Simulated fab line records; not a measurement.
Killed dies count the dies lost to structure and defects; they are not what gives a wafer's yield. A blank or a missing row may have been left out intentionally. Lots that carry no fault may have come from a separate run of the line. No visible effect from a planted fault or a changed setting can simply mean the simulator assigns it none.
Comparing a struck lot with a sound one + flow sky130 + 22 out of 708 route steps
Sound: these wafers, L908.1, L908.2, L908.6. The struck wafers were L920.2, L920.3, L920.4. The cause is named last.
Order at every step that has rows: each side's tool, ch and its chambers, its first start. Under that, the readings that differ: sound wafers + struck wafers + difference of the means + sigmas: that difference in standard deviations of wafers without a fault.
alike: readings whose means differ by less than 2 such deviations, and words and numbers that are the same on both sides. not compared: withheld readings, readings that some wafer has no value for, bounds like >300 that may hide the same value, and numbers for which the record gives no deviation and whose values overlap.
The two part at a step that has a row with sigmas, a row that says differs or no value, or rows on one side only. Non-overlapping numbers with no deviation appear without sigmas and do not part them. A reading that every wafer of one side lacks parts them only if that side has two wafers or more.

first, 6 steps without rows for these wafers: SKY_VT_ADJUST_LVTN_HMDS_12 (prime time 60 s); SKY_VT_ADJUST_LVTN_COAT_13 (resist thk 1140 nm); SKY_VT_ADJUST_LVTN_SOFTBAKE_14 (time 60 s); SKY_VT_ADJUST_LVTN_EXPOSE_15 (exposes mask HVN STD DERIVED, target cd 600 nm); SKY_VT_ADJUST_LVTN_PEB_16; SKY_VT_ADJUST_LVTN_DEVELOP_17 (develop time 60 s).
SKY_VT_ADJUST_LVTN_OVL_MEAS_18:
  sound: overlay-01 at day 9 05:35; struck: overlay-01 at day 12 10:41
  alike: VT_ADJUST_LVTN_01_OVL
next, for these wafers, 1 step has no rows: SKY_VT_ADJUST_LVTN_IMPLANT_19.
SKY_VT_ADJUST_LVTN_STRIP_20: strips in O2/N2.
  sound on plasmaAsher-04 ch 0,1, day 9 05:46; struck on plasmaAsher-03 ch 0,1, day 12 10:52
  alike: drypumpMotorCurrentA, oesProductAu, stripTimeToEndpointS
  not compared: rfHoursCounterH
SKY_VT_ADJUST_LVTN_TW_MEAS_21:
  sound: filmMetro-03 at day 9 05:52; struck: filmMetro-01 at day 12 10:58
  alike: VT_ADJUST_LVTN_2_TW
then, 2 steps without rows for these wafers: SKY_VT_ADJUST_NCORE_DEHYDRATE_00 (time 60 s); SKY_VT_ADJUST_NCORE_HMDS_01 (prime time 60 s).
SKY_VT_ADJUST_NCORE_COAT_02: resist thk 1140 nm.
  sound on lithoTrack-02 ch 0, day 9 15:40; struck on lithoTrack-02 ch 0, day 12 22:50
| reading                                             | sound          | struck         | difference | sigmas |
|-----------------------------------------------------|----------------|----------------|------------|--------|
| model.NOVOLAK_of_VT_ADJUST_NCORE_COAT_02.thkNm (nm) | 1138 1138 1135 | 1080 1085 1084 | -54        |        |
then, 3 steps without rows for these wafers: SKY_VT_ADJUST_NCORE_SOFTBAKE_03 (time 60 s); SKY_VT_ADJUST_NCORE_EXPOSE_04 (exposes mask LVTN COMPLEMENT THIN, target cd 380 nm); SKY_VT_ADJUST_NCORE_PEB_05.
SKY_VT_ADJUST_NCORE_DEVELOP_06: develop time 60 s.
  sound on lithoTrack-02 ch 0, day 10 02:46; struck on lithoTrack-03 ch 0, day 13 11:30
| reading                                             | sound             | struck            | difference | sigmas |
|-----------------------------------------------------|-------------------|-------------------|------------|--------|
| model.NOVOLAK_of_VT_ADJUST_NCORE_COAT_02.thkNm (nm) | 1138 1138 1135    | 1080 1084 1083    | -55        |        |
| model.VT_ADJUST_NCORE.cdNm (nm)                     | 380.4 379.9 377.3 | 389.9 390.2 389.9 | +10.8      |        |
SKY_VT_ADJUST_NCORE_CD_MEAS_07: the cd target is 380 nm.
  sound: cdSem-01 at day 10 02:55; struck: cdSem-02 at day 13 11:39
| reading   | sound             | struck            | difference | sigmas |
|-----------|-------------------|-------------------|------------|--------|
| cdNm (nm) | 380.7 379.9 377.7 | 389.9 390.1 389.6 | +10.4      | +4     |
SKY_VT_ADJUST_NCORE_OVL_MEAS_08:
  sound: overlay-02 at day 10 03:02; struck: overlay-02 at day 13 11:45
| reading                  | sound       | struck        | difference | sigmas |
|--------------------------|-------------|---------------|------------|--------|
| VT_ADJUST_NCORE_OVL (nm) | 2.4 2.7 1.6 | 0.6 -3.1 -0.7 | -3.3       | -2     |
next, for these wafers, 1 step has no rows: SKY_VT_ADJUST_NCORE_IMPLANT_09.
SKY_VT_ADJUST_NCORE_STRIP_10: strips in O2/N2.
  sound on plasmaAsher-01 ch 0,1, day 10 03:13; struck on plasmaAsher-02 ch 0,1, day 13 11:56
| reading                  | sound             | struck            | difference | sigmas |
|--------------------------|-------------------|-------------------|------------|--------|
| stripTimeToEndpointS (s) | 14.16 14.16 14.13 | 13.48 13.52 13.51 | -0.65      | -16    |
  alike: drypumpMotorCurrentA, oesProductAu
  not compared: rfHoursCounterH
SKY_VT_ADJUST_NCORE_TW_MEAS_11:
  sound: filmMetro-02 at day 10 03:19; struck: filmMetro-04 at day 13 12:02
  alike: VT_ADJUST_NCORE_TW

## WHERE THEY PART
Last at SKY_VT_ADJUST_NCORE_STRIP_10 as far as this record goes, first at SKY_VT_ADJUST_NCORE_CD_MEAS_07. Later steps at which nothing parts them and some readings are alike: SKY_VT_ADJUST_NCORE_TW_MEAS_11.

WHY: whatever the simulator had introduced
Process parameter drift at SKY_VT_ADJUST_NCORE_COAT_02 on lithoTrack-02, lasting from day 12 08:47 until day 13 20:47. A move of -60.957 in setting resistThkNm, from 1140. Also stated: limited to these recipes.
